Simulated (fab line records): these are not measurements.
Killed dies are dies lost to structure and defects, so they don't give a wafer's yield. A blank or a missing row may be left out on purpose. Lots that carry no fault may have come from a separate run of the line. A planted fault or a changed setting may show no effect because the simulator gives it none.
Comparing a struck lot with a sound one -- flow gf180mcu -- 14 out of 602 route steps
Sound: wafers L193.1, L193.5, L193.6. Wafers struck: L182.1, L182.2, L182.5. The cause is given at the end.
Each step with rows lists, per side, the tool, then ch with its chambers, then its first start. Under that, the readings that differ: sound wafers -- struck wafers -- difference of the means -- sigmas: that difference in standard deviations of wafers without a fault.
alike: a reading whose means differ by less than 2 such deviations, as well as words and numbers matching on both sides. not compared: withheld readings; readings where some wafer has no value; bounds like >300 that might hide an equal value; numbers whose values overlap and for which the record gives no deviation.
A row with sigmas, a row that says differs or no value, or rows on one side alone: a step with any of these is where the two part. Numbers that don't overlap but have no deviation are shown without sigmas and don't part them. Lack of a reading on every wafer of one side parts them only where that side has two or more wafers.

first, 3 steps without rows for these wafers: GF_MVSD_EXPOSE_04 (exposes mask MVSD, target cd 1000 nm); GF_MVSD_PEB_05; GF_MVSD_DEVELOP_06 (develop time 60 s).
GF_MVSD_OVL_MEAS_07:
  sound: overlay-02 at day 9 08:05; struck: overlay-01 at day 6 13:14
  alike: MVSD_OVL
then, 2 steps without rows for these wafers: GF_MVSD_IMPLANT_08; GF_MVSD_IMPLANT_09.
GF_MVSD_STRIP_10: strips in O2/N2.
  sound on plasma-asher-04 ch 0,1, day 9 08:25; struck on plasma-asher-04 ch 0,1, day 6 13:35
  alike: drypump-motor-current-A, heater-power-w, oes-product-au, strip-time-to-endpoint-s
  not compared: rf-hours-counter-h
GF_MVSD_TW_MEAS_11:
  sound: film-metro-02 at day 9 08:31; struck: film-metro-02 at day 6 13:41
  alike: MVSD_TW
then, 4 steps without rows for these wafers: GF_MVPSD_DEHYDRATE_00 (time 60 s); GF_MVPSD_HMDS_01 (prime time 60 s); GF_MVPSD_COAT_02 (resist thk 3000 nm); GF_MVPSD_SOFTBAKE_03.
GF_MVPSD_EXPOSE_04: exposes mask MVPSD, target cd 1000 nm.
  struck on iline-stepper-02, day 6 22:01; sound on iline-stepper-02 ch 0, day 9 17:38
  no value came back on the struck wafers for exposure-dose-mJ-cm2, focus-offset-nm (nm); on the sound wafers exposure-dose-mJ-cm2 reads 260.25 260.86 260.36
  alike: mask
then, 1 step without rows for these wafers: GF_MVPSD_PEB_05.

WHERE THEY PART
GF_MVPSD_EXPOSE_04 only, going by this record.

WHY: the cause the simulator had injected
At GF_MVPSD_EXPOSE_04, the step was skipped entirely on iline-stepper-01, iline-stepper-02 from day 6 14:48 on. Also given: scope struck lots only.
